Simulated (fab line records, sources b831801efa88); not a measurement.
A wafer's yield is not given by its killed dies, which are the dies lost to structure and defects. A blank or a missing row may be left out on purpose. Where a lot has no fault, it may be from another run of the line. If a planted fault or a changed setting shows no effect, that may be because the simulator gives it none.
Chamber matching | flow gf180mcu | GF_V1_CMP_04 on cmp-01 has 4 sister chambers
The step polishes SiO2. 8 wafers are shown with their chamber, then 6 later ones without.

== WAFERS, EACH WITH ITS CHAMBER ==
wafer  | chamber | motor_current_A (A) | time_to_endpoint_s (s)
L249.2 | 2       | 11.8                | 72
L251.6 | 2       | 11.3                | 82
L252.2 | 0       | 11.6                | 74
L252.6 | 3       | 12.1                | 79
L257.6 | 1       | 13.3                | 88
L266.1 | 0       | 12.8                | 79
L266.3 | 3       | 12.2                | 75
L266.4 | 1       | 12.2                | 84

== WAFERS WHOSE CHAMBER IS MISSING ==
wafer  | motor_current_A (A) | time_to_endpoint_s (s)
L265.1 | 12.4                | 73
L265.5 | 12.8                | 80
L265.6 | 12.7                | 88
L267.1 | 11.4                | 72
L267.2 | 12.0                | 65
L267.4 | 12.2                | 71

== EACH ONE'S CHAMBER ==
wafer  | from the rows above               | in truth
L265.1 | can't be placed: 0 or 3 or 2      | 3
L265.5 | can't be placed: 0 or 3 or 1 or 2 | 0
L265.6 | 1                                 | 1
L267.1 | can't be placed: 2 or 0 or 3      | 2
L267.2 | can't be placed: 0 or 3 or 2      | 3
L267.4 | can't be placed: 0 or 3 or 2      | 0
Placed correctly: 1 of 6. Unplaceable from these rows: 5, with the true chamber sitting among the candidates in 5. Wrongly placed: 0.
How it was worked out, from the rows above alone: a wafer's distance from a chamber is the root of the sum, over the readings, of the square of ((its reading less the chamber's mean) divided by the reading's scatter). The wafer belongs to the nearest chamber; if the next one is less than 2 further off, it can't be placed. A chamber's mean is the mean of its shown wafers. The scatter: take each reading less its chamber's mean, square it, sum over the shown wafers, divide by the number of wafers less the number of chambers, and take the root.
